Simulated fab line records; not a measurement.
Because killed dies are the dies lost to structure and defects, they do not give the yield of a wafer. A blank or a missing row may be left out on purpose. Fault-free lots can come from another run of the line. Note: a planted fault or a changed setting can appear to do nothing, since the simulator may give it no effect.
The tool behind it: which one? || flow sky130 || 12 lots, 36 wafers sampled, at 5 steps of a route of 708

== WHAT THE GAUGES SHOWED, per wafer ==
SKY_NWELL_THK_MEAS_02. Usual: NWELL_OXIDATION_THK 10.04 nm, standard deviation 0.21.
{"lot": "L451", "measured": "day 2 09:47", "on": "film metro-01", "NWELL_OXIDATION_THK (nm)": "9.98 10.03 10.02", "flag": ""}
{"lot": "L452", "measured": "day 2 20:24", "on": "film metro-01", "NWELL_OXIDATION_THK (nm)": "9.82 9.87 9.75", "flag": ""}
{"lot": "L453", "measured": "day 2 22:32", "on": "film metro-04", "NWELL_OXIDATION_THK (nm)": "9.88 10.04 10.15", "flag": ""}
{"lot": "L456", "measured": "day 3 20:02", "on": "film metro-03", "NWELL_OXIDATION_THK (nm)": "10.22 10.28 9.95", "flag": ""}
{"lot": "L458", "measured": "day 4 04:23", "on": "film metro-03", "NWELL_OXIDATION_THK (nm)": "10.25 10.02 9.97", "flag": ""}
{"lot": "L459", "measured": "day 4 08:28", "on": "film metro-03", "NWELL_OXIDATION_THK (nm)": "10.08 10.11 10.24", "flag": ""}
{"lot": "L462", "measured": "day 5 00:44", "on": "film metro-04", "NWELL_OXIDATION_THK (nm)": "9.94 9.93 9.95", "flag": ""}
{"lot": "L464", "measured": "day 5 08:41", "on": "film metro-01", "NWELL_OXIDATION_THK (nm)": "10.02 10.07 10.14", "flag": ""}
{"lot": "L465", "measured": "day 5 12:08", "on": "film metro-01", "NWELL_OXIDATION_THK (nm)": "8.07 7.99 8.22", "flag": "OFF"}
{"lot": "L466", "measured": "day 5 19:22", "on": "film metro-04", "NWELL_OXIDATION_THK (nm)": "8.28 8.37 8.25", "flag": "OFF"}
{"lot": "L469", "measured": "day 6 10:59", "on": "film metro-04", "NWELL_OXIDATION_THK (nm)": "10.08 10.11 10.06", "flag": ""}
{"lot": "L473", "measured": "day 7 06:44", "on": "film metro-04", "NWELL_OXIDATION_THK (nm)": "9.91 9.70 9.80", "flag": ""}

SKY_SD_P_CD_MEAS_07: the cd target is 380 nm. Usual: 379.6 nm for cd nm, sd 2.5.
{"lot": "L451", "measured": "day 25 05:11", "on": "cd sem-01", "cd nm (nm)": "382.4 383.7 380.6", "flag": ""}
{"lot": "L452", "measured": "day 25 20:38", "on": "cd sem-02", "cd nm (nm)": "380.9 380.9 380.8", "flag": ""}
{"lot": "L453", "measured": "day 26 00:19", "on": "cd sem-01", "cd nm (nm)": "378.9 378.9 378.3", "flag": ""}
{"lot": "L456", "measured": "day 27 21:46", "on": "cd sem-01", "cd nm (nm)": "381.9 380.5 382.4", "flag": ""}
{"lot": "L458", "measured": "day 28 05:46", "on": "cd sem-02", "cd nm (nm)": "379.5 381.3 379.8", "flag": ""}
{"lot": "L459", "measured": "day 28 10:58", "on": "cd sem-01", "cd nm (nm)": "380.5 380.3 380.1", "flag": ""}
{"lot": "L462", "measured": "day 29 08:08", "on": "cd sem-01", "cd nm (nm)": "381.0 381.5 381.7", "flag": ""}
{"lot": "L464", "measured": "day 30 00:52", "on": "cd sem-02", "cd nm (nm)": "382.4 379.6 380.6", "flag": ""}
{"lot": "L465", "measured": "day 30 12:49", "on": "cd sem-01", "cd nm (nm)": "380.0 378.4 379.6", "flag": ""}
{"lot": "L466", "measured": "day 30 17:37", "on": "cd sem-01", "cd nm (nm)": "376.7 378.9 379.8", "flag": ""}
{"lot": "L469", "measured": "day 31 18:32", "on": "cd sem-02", "cd nm (nm)": "374.2 376.2 375.5", "flag": ""}
{"lot": "L473", "measured": "day 32 20:49", "on": "cd sem-02", "cd nm (nm)": "376.6 379.3 377.9", "flag": ""}

SKY_SD_P_OVL_MEAS_08. Usual: SD_P_OVL 0.7 nm, standard deviation 1.7.
{"lot": "L451", "measured": "day 25 05:17", "on": "overlay-01", "SD_P_OVL (nm)": "2.2 1.1 1.2", "flag": ""}
{"lot": "L452", "measured": "day 25 20:43", "on": "overlay-02", "SD_P_OVL (nm)": "0.8 0.6 1.2", "flag": ""}
{"lot": "L453", "measured": "day 26 00:25", "on": "overlay-01", "SD_P_OVL (nm)": "-0.9 -0.4 0.5", "flag": ""}
{"lot": "L456", "measured": "day 27 21:53", "on": "overlay-02", "SD_P_OVL (nm)": "1.8 -0.5 3.7", "flag": ""}
{"lot": "L458", "measured": "day 28 05:53", "on": "overlay-02", "SD_P_OVL (nm)": "-0.1 0.0 -0.7", "flag": ""}
{"lot": "L459", "measured": "day 28 11:04", "on": "overlay-01", "SD_P_OVL (nm)": "-1.1 0.6 1.4", "flag": ""}
{"lot": "L462", "measured": "day 29 08:14", "on": "overlay-02", "SD_P_OVL (nm)": "2.2 1.9 2.3", "flag": ""}
{"lot": "L464", "measured": "day 30 00:59", "on": "overlay-01", "SD_P_OVL (nm)": "-0.9 -0.7 -0.8", "flag": ""}
{"lot": "L465", "measured": "day 30 12:56", "on": "overlay-02", "SD_P_OVL (nm)": "3.2 2.6 1.0", "flag": ""}
{"lot": "L466", "measured": "day 30 17:44", "on": "overlay-02", "SD_P_OVL (nm)": "2.4 0.8 0.6", "flag": ""}
{"lot": "L469", "measured": "day 31 18:38", "on": "overlay-01", "SD_P_OVL (nm)": "-0.4 -0.9 0.6", "flag": ""}
{"lot": "L473", "measured": "day 32 20:56", "on": "overlay-01", "SD_P_OVL (nm)": "4.0 2.3 4.1", "flag": ""}

SKY_LOCAL_INTERCONNECT_RS_MEAS_01: the measuring method here is four-point-probe. Usual: LOCAL_INTERCONNECT_TIN_RS 14.80 ohm/sq, standard deviation 0.17.
{"lot": "L451", "measured": "day 28 22:05", "on": "film metro-03", "LOCAL_INTERCONNECT_TIN_RS (ohm/sq)": "15.08 14.97 14.98", "flag": ""}
{"lot": "L452", "measured": "day 29 13:29", "on": "film metro-04", "LOCAL_INTERCONNECT_TIN_RS (ohm/sq)": "14.65 14.58 14.67", "flag": ""}
{"lot": "L453", "measured": "day 29 17:50", "on": "film metro-03", "LOCAL_INTERCONNECT_TIN_RS (ohm/sq)": "14.50 14.74 14.55", "flag": ""}
{"lot": "L456", "measured": "day 31 16:45", "on": "film metro-02", "LOCAL_INTERCONNECT_TIN_RS (ohm/sq)": "14.63 14.73 14.59", "flag": ""}
{"lot": "L458", "measured": "day 31 21:08", "on": "film metro-03", "LOCAL_INTERCONNECT_TIN_RS (ohm/sq)": "15.09 15.00 14.91", "flag": ""}
{"lot": "L459", "measured": "day 32 02:34", "on": "film metro-03", "LOCAL_INTERCONNECT_TIN_RS (ohm/sq)": "15.34 15.04 15.10", "flag": ""}
{"lot": "L462", "measured": "day 32 22:28", "on": "film metro-04", "LOCAL_INTERCONNECT_TIN_RS (ohm/sq)": "14.82 14.81 14.85", "flag": ""}
{"lot": "L464", "measured": "day 33 14:21", "on": "film metro-02", "LOCAL_INTERCONNECT_TIN_RS (ohm/sq)": "14.91 14.85 14.80", "flag": ""}
{"lot": "L465", "measured": "day 34 01:28", "on": "film metro-02", "LOCAL_INTERCONNECT_TIN_RS (ohm/sq)": "14.50 14.58 14.60", "flag": ""}
{"lot": "L466", "measured": "day 34 06:38", "on": "film metro-02", "LOCAL_INTERCONNECT_TIN_RS (ohm/sq)": "14.70 14.80 14.67", "flag": ""}
{"lot": "L469", "measured": "day 35 06:59", "on": "film metro-02", "LOCAL_INTERCONNECT_TIN_RS (ohm/sq)": "14.98 14.87 14.89", "flag": ""}
{"lot": "L473", "measured": "day 36 08:04", "on": "film metro-03", "LOCAL_INTERCONNECT_TIN_RS (ohm/sq)": "14.83 15.00 14.73", "flag": ""}

== TOOL THAT RAN EACH LOT (tool first, then ch and the chambers of the sampled wafers, then the start) ==
{"lot": "L451", "SKY_NWELL_OXIDATION_01": "furnace-01 ch 0, day 2 08:22"}
{"lot": "L452", "SKY_NWELL_OXIDATION_01": "furnace-01 ch 0, day 2 18:59"}
{"lot": "L453", "SKY_NWELL_OXIDATION_01": "furnace-02 ch 0, day 2 21:08"}
{"lot": "L456", "SKY_NWELL_OXIDATION_01": "furnace-02 ch 0, day 3 18:38"}
{"lot": "L458", "SKY_NWELL_OXIDATION_01": "furnace-02 ch 0, day 4 03:00"}
{"lot": "L459", "SKY_NWELL_OXIDATION_01": "furnace-02 ch 0, day 4 07:04"}
{"lot": "L462", "SKY_NWELL_OXIDATION_01": "furnace-02 ch 0, day 4 23:20"}
{"lot": "L464", "SKY_NWELL_OXIDATION_01": "furnace-01 ch 0, day 5 07:17"}
{"lot": "L465", "SKY_NWELL_OXIDATION_01": "furnace-01 ch 0, day 5 10:45"}
{"lot": "L466", "SKY_NWELL_OXIDATION_01": "furnace-01 ch 0, day 5 17:58"}
{"lot": "L469", "SKY_NWELL_OXIDATION_01": "furnace-02 ch 0, day 6 09:35"}
{"lot": "L473", "SKY_NWELL_OXIDATION_01": "furnace-02 ch 0, day 7 05:21"}
- SKY_NWELL_OXIDATION_01: stabilise 600 s, purge 300 s, target thk 10 nm.

== AS READ BY THE TOOLS THEMSELVES (means over the sampled wafers that have a number; for cases with no such wafer, the mark the record gives instead) ==
SKY_NWELL_OXIDATION_01. Usual: spike tc bottom C 916.7 C, standard deviation 2.5; spike tc centre C 900.8 C, standard deviation 1.6; spike tc lower C 900.0 C, standard deviation 0.98; spike tc top C 909.6 C, standard deviation 1; spike tc upper C 901.1 C, standard deviation 1.2; tube center temp C 899.99 C, standard deviation 0.08; tube_center_temp_C_max 902.3, standard deviation 0.37; zone power lower pct 20.31 %, standard deviation 0.27; zone power upper pct 17.07 %, standard deviation 0.21.
{"lot": "L451", "tool": "furnace-01", "spike tc bottom C (C)": 918.9, "spike tc centre C (C)": 899.0, "spike tc lower C (C)": 899.8, "spike tc top C (C)": 909.2, "spike tc upper C (C)": 902.0, "tube center temp C (C)": 900.00, "tube_center_temp_C_max": 902.3, "zone power lower pct (%)": 20.52, "zone power upper pct (%)": 16.89, "flag": ""}
{"lot": "L452", "tool": "furnace-01", "spike tc bottom C (C)": 918.3, "spike tc centre C (C)": 899.6, "spike tc lower C (C)": 900.3, "spike tc top C (C)": 910.2, "spike tc upper C (C)": 900.7, "tube center temp C (C)": 900.00, "tube_center_temp_C_max": 902.4, "zone power lower pct (%)": 20.50, "zone power upper pct (%)": 17.04, "flag": ""}
{"lot": "L453", "tool": "furnace-02", "spike tc bottom C (C)": 914.8, "spike tc centre C (C)": 902.7, "spike tc lower C (C)": 900.0, "spike tc top C (C)": 910.1, "spike tc upper C (C)": 900.8, "tube center temp C (C)": 899.97, "tube_center_temp_C_max": 902.1, "zone power lower pct (%)": 20.17, "zone power upper pct (%)": 17.28, "flag": ""}
{"lot": "L456", "tool": "furnace-02", "spike tc bottom C (C)": 914.7, "spike tc centre C (C)": 901.4, "spike tc lower C (C)": 900.8, "spike tc top C (C)": 909.1, "spike tc upper C (C)": 901.0, "tube center temp C (C)": 899.88, "tube_center_temp_C_max": 902.3, "zone power lower pct (%)": 20.44, "zone power upper pct (%)": 17.07, "flag": ""}
{"lot": "L458", "tool": "furnace-02", "spike tc bottom C (C)": 914.0, "spike tc centre C (C)": 901.5, "spike tc lower C (C)": 900.1, "spike tc top C (C)": 909.5, "spike tc upper C (C)": 901.2, "tube center temp C (C)": 899.97, "tube_center_temp_C_max": 902.1, "zone power lower pct (%)": 20.08, "zone power upper pct (%)": 17.10, "flag": ""}
{"lot": "L459", "tool": "furnace-02", "spike tc bottom C (C)": 914.8, "spike tc centre C (C)": 901.7, "spike tc lower C (C)": 900.9, "spike tc top C (C)": 909.8, "spike tc upper C (C)": 900.3, "tube center temp C (C)": 899.99, "tube_center_temp_C_max": 902.7, "zone power lower pct (%)": 20.13, "zone power upper pct (%)": 17.08, "flag": ""}
{"lot": "L462", "tool": "furnace-02", "spike tc bottom C (C)": 914.4, "spike tc centre C (C)": 901.6, "spike tc lower C (C)": 900.9, "spike tc top C (C)": 909.1, "spike tc upper C (C)": 900.3, "tube center temp C (C)": 900.02, "tube_center_temp_C_max": 902.1, "zone power lower pct (%)": 19.96, "zone power upper pct (%)": 17.31, "flag": ""}
{"lot": "L464", "tool": "furnace-01", "spike tc bottom C (C)": 919.4, "spike tc centre C (C)": 900.0, "spike tc lower C (C)": 899.6, "spike tc top C (C)": 909.6, "spike tc upper C (C)": 901.9, "tube center temp C (C)": 900.09, "tube_center_temp_C_max": 902.6, "zone power lower pct (%)": 20.43, "zone power upper pct (%)": 16.90, "flag": ""}
{"lot": "L465", "tool": "furnace-01", "spike tc bottom C (C)": 895.6, "spike tc centre C (C)": 875.7, "spike tc lower C (C)": 876.3, "spike tc top C (C)": 886.5, "spike tc upper C (C)": 878.3, "tube center temp C (C)": 876.99, "tube_center_temp_C_max": 879.2, "zone power lower pct (%)": 19.38, "zone power upper pct (%)": 16.17, "flag": "OFF"}
{"lot": "L466", "tool": "furnace-01", "spike tc bottom C (C)": 896.2, "spike tc centre C (C)": 876.5, "spike tc lower C (C)": 876.3, "spike tc top C (C)": 886.9, "spike tc upper C (C)": 878.4, "tube center temp C (C)": 877.11, "tube_center_temp_C_max": 879.6, "zone power lower pct (%)": 19.42, "zone power upper pct (%)": 16.05, "flag": "OFF"}
{"lot": "L469", "tool": "furnace-02", "spike tc bottom C (C)": 913.9, "spike tc centre C (C)": 902.2, "spike tc lower C (C)": 899.3, "spike tc top C (C)": 908.9, "spike tc upper C (C)": 901.2, "tube center temp C (C)": 899.95, "tube_center_temp_C_max": 902.1, "zone power lower pct (%)": 20.36, "zone power upper pct (%)": 17.37, "flag": ""}
{"lot": "L473", "tool": "furnace-02", "spike tc bottom C (C)": 914.7, "spike tc centre C (C)": 901.6, "spike tc lower C (C)": 900.0, "spike tc top C (C)": 909.5, "spike tc upper C (C)": 900.7, "tube center temp C (C)": 900.01, "tube_center_temp_C_max": 902.4, "zone power lower pct (%)": 20.43, "zone power upper pct (%)": 17.26, "flag": ""}

== THE ANSWER, worked out from the rows above alone ==
Rule: lot off if the mean of its wafers having a number is beyond 3 standard deviations from the usual mean. Also off: a lot with no number at a reading for which 4 or more lots have one. The other lots that the step has rows for count as sound. The gauges are gone through in route order, then the tools' own readings, and for those a lot's mean is taken as printed above. The first step at which some lot is off is used, and at that step the reading that is off furthest; a lot without a number counts as furthest.
Off: at SKY_NWELL_THK_MEAS_02 (NWELL_OXIDATION_THK), L465, L466.
If a tool, at a process step before that reading, ran all the lots that are off and no sound lot after the first of them, it fits. The gauges at SKY_NWELL_THK_MEAS_02 aren't tried: what is off there is off at SKY_NWELL_OXIDATION_01 too, on other tools, and a gauge's error can't cause that. One fits: SKY_NWELL_OXIDATION_01 on furnace-01. Its last sound lot is L464 (day 5 07:17), its first lot that is off L465 (day 5 10:45): a fault that began between those two fits.
The tool's own readings at SKY_NWELL_OXIDATION_01 bear it out: on the lots that are off they differ by more than 5 times the standard deviation of the sound lots' means. spike tc bottom C reads 895.9 C there against 915.8 C on the sound lots; spike tc centre C reads 876.1 C there against 901.1 C on the sound lots; spike tc lower C reads 876.3 C there against 900.2 C on the sound lots; spike tc top C reads 886.7 C there against 909.5 C on the sound lots; spike tc upper C reads 878.3 C there against 901.0 C on the sound lots; tube center temp C reads 877.05 C there against 899.99 C on the sound lots; tube_center_temp_C_max reads 879.4 there against 902.3 on the sound lots; zone power upper pct reads 16.11 % there against 17.13 % on the sound lots.

== WHAT THE SIMULATOR HAD INSERTED ==
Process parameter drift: furnace-01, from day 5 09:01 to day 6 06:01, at SKY_NWELL_OXIDATION_01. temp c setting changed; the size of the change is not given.
Struck lots among those shown: L465, L466. The rule above found the same.
